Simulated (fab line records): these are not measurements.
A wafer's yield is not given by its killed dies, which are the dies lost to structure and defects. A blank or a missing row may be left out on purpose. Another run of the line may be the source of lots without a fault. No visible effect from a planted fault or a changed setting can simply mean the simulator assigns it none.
Matching of chambers -- flow sky130 -- 4 sister chambers for SKY_LDD_LDN_CLEAN_14 on wet_bench-03
The step cleans in SC1/SC2, time 150 s. 16 wafers are shown with their chamber, then 8 later ones without.

WAFERS WITH THEIR CHAMBER
wafer,chamber,bath_heat_duty_pct (%),bath_guard_temp_C (C)
L305.1,0,15.0,69.5
L305.2,0,14.7,69.9
L305.6,0,13.9,69.6
L306.2,2,11.6,69.3
L306.4,2,11.6,69.4
L306.5,2,12.2,69.6
L308.2,2,12.4,69.5
L308.5,2,11.9,69.6
L308.6,2,12.9,69.6
L311.3,3,13.0,69.9
L311.4,3,13.9,70.2
L311.5,3,14.4,70.1
L313.1,1,13.7,70.0
L313.4,1,14.5,69.7
L313.5,1,13.8,69.6
L314.3,1,14.3,69.9

SIGNATURES, as means of the wafers listed above
reading,chamber 0,chamber 1,chamber 2,chamber 3,scatter within a chamber
bath_heat_duty_pct,14.533,14.075,12.100,13.767,0.531
bath_guard_temp_C,69.667,69.800,69.500,70.067,0.162
Rule: distance of a wafer from a chamber = root of the sum over the readings of ((wafer's reading minus chamber's mean) / reading's scatter) squared. The wafer belongs to the nearest chamber; if the next one is less than 2 further off, it can't be placed. The scatter: the root of (the sum of the squares of (reading less its chamber's mean) over the shown wafers, divided by (wafers less chambers)).

WAFERS WITH NO CHAMBER GIVEN
wafer,bath_heat_duty_pct (%),bath_guard_temp_C (C)
L314.4,14.1,69.3
L314.5,14.2,69.6
L315.1,14.6,69.6
L315.3,14.0,69.5
L315.5,14.8,69.7
L316.1,14.9,69.6
L316.2,14.7,69.6
L316.3,13.9,69.5

THE CHAMBER EACH PASSED THROUGH
wafer,from the rows above,in truth
L314.4,can't be placed: 0 or 1 or 2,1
L314.5,can't be placed: 0 or 1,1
L315.1,can't be placed: 0 or 1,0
L315.3,can't be placed: 0 or 1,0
L315.5,can't be placed: 0 or 1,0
L316.1,can't be placed: 0 or 1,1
L316.2,can't be placed: 0 or 1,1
L316.3,can't be placed: 0 or 1 or 2 or 3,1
Correctly placed: 0 of 8. Can't be placed from these rows: 8 (the true chamber is among the candidates in 8). 0 placed wrongly.
